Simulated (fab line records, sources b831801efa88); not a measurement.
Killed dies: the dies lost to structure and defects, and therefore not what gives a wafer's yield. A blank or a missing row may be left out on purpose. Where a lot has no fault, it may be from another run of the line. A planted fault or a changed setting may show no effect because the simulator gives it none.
Which tool did it? + flow sky130 + 45 wafers from 15 lots sampled at 2 of the route's 708 steps

WHAT THE GAUGES SHOWED, per wafer
SKY_METAL4_OVL_MEAS_14. Usual: for METAL4_OVL the level is 2 nm and the standard deviation is 5.3.
| lot  | measured     | on         | METAL4_OVL (nm) | flag |
|------|--------------|------------|-----------------|------|
| L146 | day 42 01:40 | overlay-01 | 6 -2 -1         |      |
| L148 | day 42 23:43 | overlay-02 | -6 -1 -7        |      |
| L149 | day 43 01:48 | overlay-02 | -2 -2 -5        |      |
| L150 | day 43 05:41 | overlay-02 | 1 1 8           |      |
| L151 | day 43 16:20 | overlay-01 | -3 1 -8         |      |
| L152 | day 43 20:32 | overlay-01 | 6 -1 5          |      |
| L153 | day 44 05:35 | overlay-01 | 1 4 5           |      |
| L160 | day 45 23:09 | overlay-01 | 4 -9 -4         |      |
| L161 | day 46 03:53 | overlay-02 | 6 2 -2          |      |
| L162 | day 46 06:05 | overlay-02 | 10 8 14         |      |
| L163 | day 46 09:51 | overlay-02 | -1 -5 3         |      |
| L164 | day 47 02:36 | overlay-02 | 0 0 -3          |      |
| L165 | day 47 15:06 | overlay-01 | 2 11 1          |      |
| L167 | day 47 20:01 | overlay-01 | 11 3 5          |      |
| L166 | day 48 01:49 | overlay-01 | 1 3 4           |      |

SKY_VIA4_THK_MEAS_20: measures by xrf. Usual: for VIA4_W_THK the level is 497 nm and the standard deviation is 9.
| lot  | measured     | on            | VIA4_W_THK (nm) | flag |
|------|--------------|---------------|-----------------|------|
| L146 | day 43 03:29 | film_metro-03 | 498 496 506     |      |
| L148 | day 44 01:23 | film_metro-03 | 482 503 501     |      |
| L149 | day 44 02:38 | film_metro-03 | 509 490 505     |      |
| L150 | day 44 06:07 | film_metro-02 | 500 496 497     |      |
| L151 | day 44 17:13 | film_metro-04 | 501 483 478     |      |
| L152 | day 44 21:50 | film_metro-03 | 488 492 495     |      |
| L153 | day 45 05:37 | film_metro-04 | 488 520 487     |      |
| L160 | day 46 21:47 | film_metro-02 | 485 487 507     |      |
| L161 | day 47 02:12 | film_metro-02 | 493 497 493     |      |
| L162 | day 47 05:15 | film_metro-02 | 498 500 488     |      |
| L163 | day 47 08:17 | film_metro-03 | 501 494 508     |      |
| L164 | day 48 00:26 | film_metro-02 | 500 488 501     |      |
| L165 | day 48 12:56 | film_metro-04 | 504 482 487     |      |
| L167 | day 48 17:25 | film_metro-02 | 488 498 491     |      |
| L166 | day 48 22:56 | film_metro-03 | 496 498 489     |      |

TOOL THAT RAN EACH LOT (tool first, then ch and the chambers of the sampled wafers, then the start)
There is no process step in the record ahead of these readings.

AS READ BY THE TOOLS THEMSELVES (means over the sampled wafers that have a number; for cases with no such wafer, the mark the record gives instead)
The record holds no such reading with a usual standard deviation.

THE ANSWER, worked out from the rows above alone
Rule: lot off if the mean of its wafers having a number is beyond 3 standard deviations from the usual mean. Also off: a lot with no number at a reading for which 4 or more lots have one. Where the step has rows for the other lots, those lots are counted as sound. Order of review: gauges by route order, followed by the tools' own readings, for which a lot's mean as printed above is used. The first step at which some lot is off is used, and at that step the reading that is off furthest; a lot without a number counts as furthest.
Across all readings shown, no lot is off: no conclusion can be drawn from this.

WHAT THE SIMULATOR PUT IN
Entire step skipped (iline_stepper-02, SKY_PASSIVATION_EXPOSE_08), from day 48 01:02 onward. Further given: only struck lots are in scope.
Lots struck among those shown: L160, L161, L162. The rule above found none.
